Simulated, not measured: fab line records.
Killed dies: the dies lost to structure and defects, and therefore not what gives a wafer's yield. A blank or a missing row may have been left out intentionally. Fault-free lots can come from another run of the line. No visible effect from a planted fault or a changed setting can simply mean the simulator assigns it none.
Which tool did it? | flow sky130 | Sampling: 11 lots, 33 wafers, 2 of 708 route steps

## WHAT THE GAUGES READ, wafer by wafer
SKY_PASSIVATION_THK_MEAS_03.
lot  | measured     | on            | PASSIVATION_CVD_02_THK (nm)
L175 | day 43 20:38 | film-metro-04 | 551 543 550
L177 | day 44 06:45 | film-metro-03 | 529 541 539
L176 | day 44 09:22 | film-metro-01 | 528 543 548
L179 | day 44 20:53 | film-metro-04 | 523 542 538
L182 | day 45 20:28 | film-metro-04 | 530 532 543
L184 | day 46 10:05 | film-metro-04 | 508 537 533
L190 | day 47 21:33 | film-metro-03 | 526 548 542
L191 | day 48 02:40 | film-metro-03 | 530 533 541
L196 | day 49 04:07 | film-metro-03 | 544 552 543
L197 | day 49 08:28 | film-metro-04 | 541 550 557
L198 | day 49 10:27 | film-metro-04 | 542 542 536

## TOOL THAT RAN EACH LOT (tool first, then ch and the chambers of the sampled wafers, then the start)
lot  | SKY_PASSIVATION_CVD_02
L175 | pecvd-01 ch 0,1,2, day 43 20:29
L177 | pecvd-02 ch 1,2, day 44 06:31
L176 | pecvd-02 ch 0,1, day 44 09:02
L179 | pecvd-01 ch 1,2, day 44 20:39
L182 | pecvd-01 ch 1,2, day 45 20:14
L184 | pecvd-01 ch 0,1,2, day 46 09:52
L190 | pecvd-03 ch 0,1,2, day 47 21:19
L191 | pecvd-02 ch 0,2, day 48 02:26
L196 | pecvd-03 ch 0,1, day 49 03:51
L197 | pecvd-03 ch 0,2, day 49 08:14
L198 | pecvd-02 ch 0,1, day 49 10:14
- SKY_PASSIVATION_CVD_02: deposits Si3N4, target thk 540 nm.

## WHAT THE TOOLS THEMSELVES READ (means of the sampled wafers that have a number; where no wafer has one, the mark that the record gives instead)
SKY_PASSIVATION_CVD_02.
lot  | tool     | heater-power-w (W) | rf-fwd-power-W (W)
L175 | pecvd-01 | 696                | 450.8
L177 | pecvd-02 | 653                | 449.2
L176 | pecvd-02 | 775                | 448.2
L179 | pecvd-01 | 729                | 448.1
L182 | pecvd-01 | 727                | 449.5
L184 | pecvd-01 | 719                | 425.2
L190 | pecvd-03 | 706                | 448.8
L191 | pecvd-02 | 629                | 448.1
L196 | pecvd-03 | 757                | 447.1
L197 | pecvd-03 | 734                | 449.1
L198 | pecvd-02 | 754                | 449.7

## THE ANSWER, worked out from the rows above alone
Rule: the usual values come from the lots themselves. The widest of any qualifying gaps counts: lots, ordered by their means at a reading, are off when they make up no more than a third of the lots, leave a main group of 4 or more, and stand apart from it by 3 or more times the standard deviation of that group's means. The tables above print the reading to a certain number of digits; a main group whose means all agree to those digits is not used. A lot without any number at a reading at which 4 lots or more have one is off too. All remaining lots with rows at the step are treated as sound. After the gauges, taken in route order, come the tools' own readings; for these a lot's mean is taken, as printed above. The first step at which some lot is off is used, and at that step the reading that is off furthest; a lot without a number counts as furthest.
Off: L184 (SKY_PASSIVATION_CVD_02, rf-fwd-power-W). Main group: mean 448.9 W, sd 0.99.
If a tool, at that step or one of the process steps before it, ran each lot that is off and ran no sound lot following the first of them, it fits. One candidate fits, namely pecvd-01 at SKY_PASSIVATION_CVD_02. A fault onset in the window from L182 (day 45 20:14, its last sound lot) to L184 (day 46 09:52, its first lot off) fits.
The tool's own readings at SKY_PASSIVATION_CVD_02 bear it out: on the lots that are off they differ by more than 5 times the standard deviation of the sound lots' means. rf-fwd-power-W reads 425.2 W there against 448.9 W on the sound lots.

## WHAT WAS PUT IN BY THE SIMULATOR
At SKY_PASSIVATION_CVD_02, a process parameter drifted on pecvd-01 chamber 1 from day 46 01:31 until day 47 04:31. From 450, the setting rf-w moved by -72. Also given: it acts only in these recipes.
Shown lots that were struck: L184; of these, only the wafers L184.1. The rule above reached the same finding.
